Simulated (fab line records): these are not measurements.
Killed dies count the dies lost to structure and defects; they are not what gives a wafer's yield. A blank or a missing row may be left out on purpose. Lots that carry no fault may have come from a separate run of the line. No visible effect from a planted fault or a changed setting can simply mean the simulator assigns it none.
Which tool did it? :: flow gf180mcu :: 12 lots with 36 wafers sampled at 5 steps, on a route of 602 steps

WHAT EACH GAUGE READ, for each wafer
GF_V4_THK_MEAS_01.
lot: L075
measured: day 23 19:12
on: filmMetro-02
V4_CVD_00_THK (nm): 597 598 599

lot: L077
measured: day 24 11:37
on: filmMetro-03
V4_CVD_00_THK (nm): 603 607 603

lot: L079
measured: day 25 04:16
on: filmMetro-02
V4_CVD_00_THK (nm): 608 608 607

lot: L081
measured: day 26 10:57
on: filmMetro-03
V4_CVD_00_THK (nm): 589 596 593

lot: L083
measured: day 26 18:01
on: filmMetro-01
V4_CVD_00_THK (nm): 595 593 601

lot: L085
measured: day 27 16:12
on: filmMetro-03
V4_CVD_00_THK (nm): 596 601 593

lot: L087
measured: day 28 01:26
on: filmMetro-03
V4_CVD_00_THK (nm): 600 602 601

lot: L090
measured: day 28 17:15
on: filmMetro-03
V4_CVD_00_THK (nm): 604 596 610

lot: L091
measured: day 28 23:13
on: filmMetro-01
V4_CVD_00_THK (nm): 598 600 603

lot: L093
measured: day 29 11:30
on: filmMetro-01
V4_CVD_00_THK (nm): 588 595 591

lot: L095
measured: day 30 02:09
on: filmMetro-03
V4_CVD_00_THK (nm): 598 601 600

lot: L097
measured: day 30 14:39
on: filmMetro-02
V4_CVD_00_THK (nm): 602 607 607

EACH LOT AND THE TOOL THAT RAN IT (in order: tool; ch and the chambers of the sampled wafers; start)
lot: L075
GF_HV_LDD_RTA_52: rtpAnneal-01 ch 0, day 12 16:11
GF_M1_SPUTTER_04: pvdSputter-03, day 16 12:03
GF_V1_SPUTTER_21: pvdSputter-03, day 18 12:43
GF_M2_SPUTTER_00: pvdSputter-01, day 18 13:24

lot: L077
GF_HV_LDD_RTA_52: rtpAnneal-02 ch 0, day 13 07:02
GF_M1_SPUTTER_04: pvdSputter-02, day 17 04:38
GF_V1_SPUTTER_21: pvdSputter-03, day 19 06:14
GF_M2_SPUTTER_00: pvdSputter-04, day 19 06:56

lot: L079
GF_HV_LDD_RTA_52: rtpAnneal-01 ch 0, day 14 01:08
GF_M1_SPUTTER_04: pvdSputter-02, day 18 00:08
GF_V1_SPUTTER_21: pvdSputter-01, day 20 02:13
GF_M2_SPUTTER_00: pvdSputter-01, day 20 02:55

lot: L081
GF_HV_LDD_RTA_52: rtpAnneal-01 ch 0, day 15 04:35
GF_M1_SPUTTER_04: pvdSputter-03, day 19 08:51
GF_V1_SPUTTER_21: pvdSputter-02, day 21 11:55
GF_M2_SPUTTER_00: pvdSputter-04, day 21 12:37

lot: L083
GF_HV_LDD_RTA_52: rtpAnneal-02 ch 0, day 15 13:26
GF_M1_SPUTTER_04: pvdSputter-04, day 19 18:08
GF_V1_SPUTTER_21: pvdSputter-01, day 21 20:03
GF_M2_SPUTTER_00: pvdSputter-03, day 21 20:44

lot: L085
GF_HV_LDD_RTA_52: rtpAnneal-02 ch 0, day 16 12:23
GF_M1_SPUTTER_04: pvdSputter-04, day 20 20:17
GF_V1_SPUTTER_21: pvdSputter-01, day 22 21:34
GF_M2_SPUTTER_00: pvdSputter-01, day 22 22:16

lot: L087
GF_HV_LDD_RTA_52: rtpAnneal-01 ch 0, day 16 22:55
GF_M1_SPUTTER_04: pvdSputter-03, day 21 06:18
GF_V1_SPUTTER_21: pvdSputter-02, day 23 07:22
GF_M2_SPUTTER_00: pvdSputter-04, day 23 08:04

lot: L090
GF_HV_LDD_RTA_52: rtpAnneal-02 ch 0, day 17 19:59
GF_M1_SPUTTER_04: pvdSputter-04, day 22 01:56
GF_V1_SPUTTER_21: pvdSputter-02, day 24 01:00
GF_M2_SPUTTER_00: pvdSputter-03, day 24 01:41

lot: L091
GF_HV_LDD_RTA_52: rtpAnneal-02 ch 0, day 18 03:35
GF_M1_SPUTTER_04: pvdSputter-03, day 22 10:46
GF_V1_SPUTTER_21: pvdSputter-01, day 24 09:37
GF_M2_SPUTTER_00: pvdSputter-03, day 24 10:19

lot: L093
GF_HV_LDD_RTA_52: rtpAnneal-02 ch 0, day 18 17:26
GF_M1_SPUTTER_04: pvdSputter-03, day 22 23:44
GF_V1_SPUTTER_21: pvdSputter-02, day 24 22:47
GF_M2_SPUTTER_00: pvdSputter-03, day 24 23:29

lot: L095
GF_HV_LDD_RTA_52: rtpAnneal-01 ch 0, day 19 11:38
GF_M1_SPUTTER_04: pvdSputter-03, day 23 17:01
GF_V1_SPUTTER_21: pvdSputter-02, day 25 14:58
GF_M2_SPUTTER_00: pvdSputter-03, day 25 15:39

lot: L097
GF_HV_LDD_RTA_52: rtpAnneal-01 ch 0, day 20 04:35
GF_M1_SPUTTER_04: pvdSputter-03, day 24 09:23
GF_V1_SPUTTER_21: pvdSputter-03, day 26 06:45
GF_M2_SPUTTER_00: pvdSputter-03, day 26 07:27
- GF_HV_LDD_RTA_52: time 10 s.
- GF_M1_SPUTTER_04: material TiN, target thk 50 nm, time 41.7 s.
- GF_V1_SPUTTER_21: material Ti, target thk 15 nm, time 80.02 s.
- GF_M2_SPUTTER_00: material Ti, target thk 37.5 nm, time 150 s.

THE ANSWER, worked out from the rows above alone
Rule: the lots themselves supply what counts as usual. The widest of any qualifying gaps counts: lots, ordered by their means at a reading, are off when they make up no more than a third of the lots, leave a main group of 4 or more, and stand apart from it by 3 or more times the standard deviation of that group's means. A main group is skipped when, at the precision printed for the reading in the tables above, its means are all equal. Also off: a lot with no number at a reading for which 4 or more lots have one. All remaining lots with rows at the step are treated as sound.
Nothing can be told from this: no lot is off at any reading shown.

WHAT THE SIMULATOR HAD INSERTED
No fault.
